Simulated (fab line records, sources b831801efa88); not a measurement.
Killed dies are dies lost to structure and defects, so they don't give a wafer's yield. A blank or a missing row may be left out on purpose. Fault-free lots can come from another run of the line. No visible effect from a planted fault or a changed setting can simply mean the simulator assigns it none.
8D (eight disciplines) problem report, filled in by code -- flow gf180mcu -- the parts of the form that need people (team, actions taken, sign-off) are left out

1. WHAT WENT WRONG
Mean of exposure_dose_mJ_cm2 at GF_M4_EXPOSE_11: 28.633 across 6 wafers in 2 lots; on wafers with no fault it is 27.943 (standard deviation 0.026). Measured from the usual mean, that is +27 standard deviations.
The step: exposes mask Metal4, target cd 280 nm.
Seen first at day 25 17:38 on krf_scanner-01, wafer L838.1. Wafers with a number at this step in the record: 39, from 13 lots. The rule behind "out" and "out of limits": a value lying over 4 standard deviations away from the usual mean. Any other wafer with a number is counted as sound.

2. WHAT IT IS AND WHAT IT IS NOT
question,is,is not
which readings at this step,exposure_dose_mJ_cm2,focus_offset_nm
which lots,"L838, L840","L830, L831, L832, L834, L836, L842, L843, L844, L846, L847, L849"
which wafers of those lots,all that have a number,-
read on which tools,krf_scanner-01,krf_scanner-02
when,from day 25 17:38,"up to then (15 sound wafers); but 18 sound wafers of L842, L843, L844, L846, L847, L849 came after"

3. WHAT RULES OUT EACH SUSPECT
Counting: a tool at any process step up to the reading remains a suspect when it ran all the lots that are out and ran no sound lot after the first of those.
- krf_scanner-01 at GF_M4_EXPOSE_11 (exposes mask Metal4, target cd 280 nm): kept. It ran every lot that is out, first L838 (day 25 17:38), and no sound lot after that; its last sound lot up to then is L834 (day 24 00:57). Its own exposure_dose_mJ_cm2 readings are out on those wafers.
Remaining after the count: krf_scanner-01 at GF_M4_EXPOSE_11.

4. THE CAUSE (what the simulator had put in)
Process parameters drifting: krf_scanner-01 at GF_M4_EXPOSE_11, beginning at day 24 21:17. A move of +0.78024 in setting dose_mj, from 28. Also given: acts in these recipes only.
After counting, this tool was the only one left.

5. THE EFFECT CHAIN, in route order
Each row: a reading where the mean over the struck wafers with a number is more than 3 standard deviations away from the usual. Only readings whose record carries a usual standard deviation are examined. hours: median over the lots of the time between each lot's start at the first step of this table that gives one and its start at this step. sigmas: the change, counted in usual standard deviations.
hours,step,reading,usual,on struck wafers,change,sigmas
0,GF_M4_EXPOSE_11,exposure_dose_mJ_cm2,27.943,28.633,+0.690,+27
The process steps in it:
- GF_M4_EXPOSE_11: exposes mask Metal4, target cd 280 nm.
Later steps that measure or inspect, where all struck wafers having a row at the step show a number for every such reading and not one has moved that far: GF_M4_OVL_MEAS_15.

6. WHAT WOULD HAVE CAUGHT IT SOONER
The fault began at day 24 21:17; the first out-of-limits reading in this record came at day 25 17:38, 20 hours later.
